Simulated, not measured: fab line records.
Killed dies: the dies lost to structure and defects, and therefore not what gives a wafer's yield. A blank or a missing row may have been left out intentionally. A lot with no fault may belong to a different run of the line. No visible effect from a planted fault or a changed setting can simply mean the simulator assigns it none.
Matching of chambers / flow gf180mcu / GF_V5_CMP_04 on cmp-01 has 4 sister chambers
The step polishes SiO2. 22 wafers are shown with their chamber, then 11 later ones without.

== WAFERS WITH THEIR CHAMBER ==
wafer=L680.3; chamber=1; motor current A (A)=10.1; slurry filter dp kPa (kPa)=13.47; retaining ring pressure frac=0.998
wafer=L680.4; chamber=3; motor current A (A)=11.7; slurry filter dp kPa (kPa)=13.45; retaining ring pressure frac=0.989
wafer=L680.6; chamber=0; motor current A (A)=14.0; slurry filter dp kPa (kPa)=13.26; retaining ring pressure frac=0.999
wafer=L681.4; chamber=3; motor current A (A)=11.6; slurry filter dp kPa (kPa)=13.50; retaining ring pressure frac=0.999
wafer=L681.5; chamber=2; motor current A (A)=10.4; slurry filter dp kPa (kPa)=13.45; retaining ring pressure frac=1.008
wafer=L681.6; chamber=1; motor current A (A)=10.3; slurry filter dp kPa (kPa)=13.55; retaining ring pressure frac=0.998
wafer=L682.1; chamber=1; motor current A (A)=10.1; slurry filter dp kPa (kPa)=13.71; retaining ring pressure frac=0.994
wafer=L682.2; chamber=3; motor current A (A)=11.3; slurry filter dp kPa (kPa)=13.46; retaining ring pressure frac=1.008
wafer=L682.4; chamber=2; motor current A (A)=10.2; slurry filter dp kPa (kPa)=13.59; retaining ring pressure frac=1.005
wafer=L683.3; chamber=2; motor current A (A)=10.1; slurry filter dp kPa (kPa)=13.65; retaining ring pressure frac=1.004
wafer=L683.5; chamber=3; motor current A (A)=11.5; slurry filter dp kPa (kPa)=13.39; retaining ring pressure frac=0.997
wafer=L683.6; chamber=2; motor current A (A)=9.8; slurry filter dp kPa (kPa)=13.64; retaining ring pressure frac=1.001
wafer=L689.1; chamber=3; motor current A (A)=12.2; slurry filter dp kPa (kPa)=13.74; retaining ring pressure frac=0.993
wafer=L689.5; chamber=2; motor current A (A)=10.2; slurry filter dp kPa (kPa)=13.56; retaining ring pressure frac=1.000
wafer=L689.6; chamber=1; motor current A (A)=10.2; slurry filter dp kPa (kPa)=13.64; retaining ring pressure frac=1.005
wafer=L694.1; chamber=1; motor current A (A)=10.1; slurry filter dp kPa (kPa)=13.64; retaining ring pressure frac=0.992
wafer=L694.2; chamber=2; motor current A (A)=10.6; slurry filter dp kPa (kPa)=13.47; retaining ring pressure frac=1.003
wafer=L694.5; chamber=3; motor current A (A)=11.4; slurry filter dp kPa (kPa)=13.61; retaining ring pressure frac=0.997
wafer=L699.1; chamber=0; motor current A (A)=13.9; slurry filter dp kPa (kPa)=13.34; retaining ring pressure frac=1.008
wafer=L699.3; chamber=1; motor current A (A)=10.4; slurry filter dp kPa (kPa)=13.55; retaining ring pressure frac=0.999
wafer=L699.4; chamber=3; motor current A (A)=11.4; slurry filter dp kPa (kPa)=13.93; retaining ring pressure frac=0.998
wafer=L700.1; chamber=1; motor current A (A)=9.2; slurry filter dp kPa (kPa)=13.31; retaining ring pressure frac=1.005

SIGNATURES, as means of the wafers listed above
reading=motor current A; chamber 0=13.950; chamber 1=10.057; chamber 2=10.217; chamber 3=11.586; scatter within a chamber=0.321
reading=slurry filter dp kPa; chamber 0=13.3000; chamber 1=13.5529; chamber 2=13.5600; chamber 3=13.5829; scatter within a chamber=0.143
reading=retaining ring pressure frac; chamber 0=1.00350; chamber 1=0.99871; chamber 2=1.00350; chamber 3=0.99729; scatter within a chamber=0.00492
Rule: a wafer lies at a distance from a chamber equal to the root of the sum of squares, over the readings, of (its reading less the chamber's mean, divided by the reading's scatter). If the next closest chamber is less than 2 further off than the closest, the wafer can't be placed; otherwise it belongs to the closest. How the scatter is found: for the shown wafers, subtract from each reading the mean of its chamber, square and add these, divide the total by (wafers less chambers), then take the root.

== WAFERS WHOSE CHAMBER IS MISSING ==
wafer=L700.2; motor current A (A)=10.3; slurry filter dp kPa (kPa)=13.66; retaining ring pressure frac=0.999
wafer=L700.5; motor current A (A)=14.1; slurry filter dp kPa (kPa)=13.46; retaining ring pressure frac=1.004
wafer=L701.1; motor current A (A)=12.0; slurry filter dp kPa (kPa)=13.48; retaining ring pressure frac=1.006
wafer=L701.4; motor current A (A)=9.6; slurry filter dp kPa (kPa)=13.44; retaining ring pressure frac=0.995
wafer=L701.5; motor current A (A)=10.0; slurry filter dp kPa (kPa)=13.53; retaining ring pressure frac=1.000
wafer=L702.2; motor current A (A)=11.0; slurry filter dp kPa (kPa)=13.54; retaining ring pressure frac=1.001
wafer=L702.3; motor current A (A)=13.4; slurry filter dp kPa (kPa)=13.37; retaining ring pressure frac=0.989
wafer=L702.4; motor current A (A)=9.5; slurry filter dp kPa (kPa)=13.52; retaining ring pressure frac=1.001
wafer=L703.2; motor current A (A)=10.4; slurry filter dp kPa (kPa)=13.43; retaining ring pressure frac=1.004
wafer=L703.4; motor current A (A)=14.1; slurry filter dp kPa (kPa)=13.53; retaining ring pressure frac=0.999
wafer=L703.5; motor current A (A)=10.8; slurry filter dp kPa (kPa)=13.37; retaining ring pressure frac=1.002

== WHICH CHAMBER EACH ONE RAN IN ==
wafer=L700.2; from the rows above=can't be placed: 1 or 2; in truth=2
wafer=L700.5; from the rows above=0; in truth=0
wafer=L701.1; from the rows above=3; in truth=3
wafer=L701.4; from the rows above=can't be placed: 1 or 2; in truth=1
wafer=L701.5; from the rows above=can't be placed: 1 or 2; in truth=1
wafer=L702.2; from the rows above=can't be placed: 3 or 2 or 1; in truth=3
wafer=L702.3; from the rows above=0; in truth=0
wafer=L702.4; from the rows above=can't be placed: 1 or 2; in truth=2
wafer=L703.2; from the rows above=can't be placed: 2 or 1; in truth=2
wafer=L703.4; from the rows above=0; in truth=0
wafer=L703.5; from the rows above=can't be placed: 2 or 1 or 3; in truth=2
4 of 11 placed correctly. These rows do not allow placing 7 (true chamber among the candidates in 7). 0 placed wrongly.
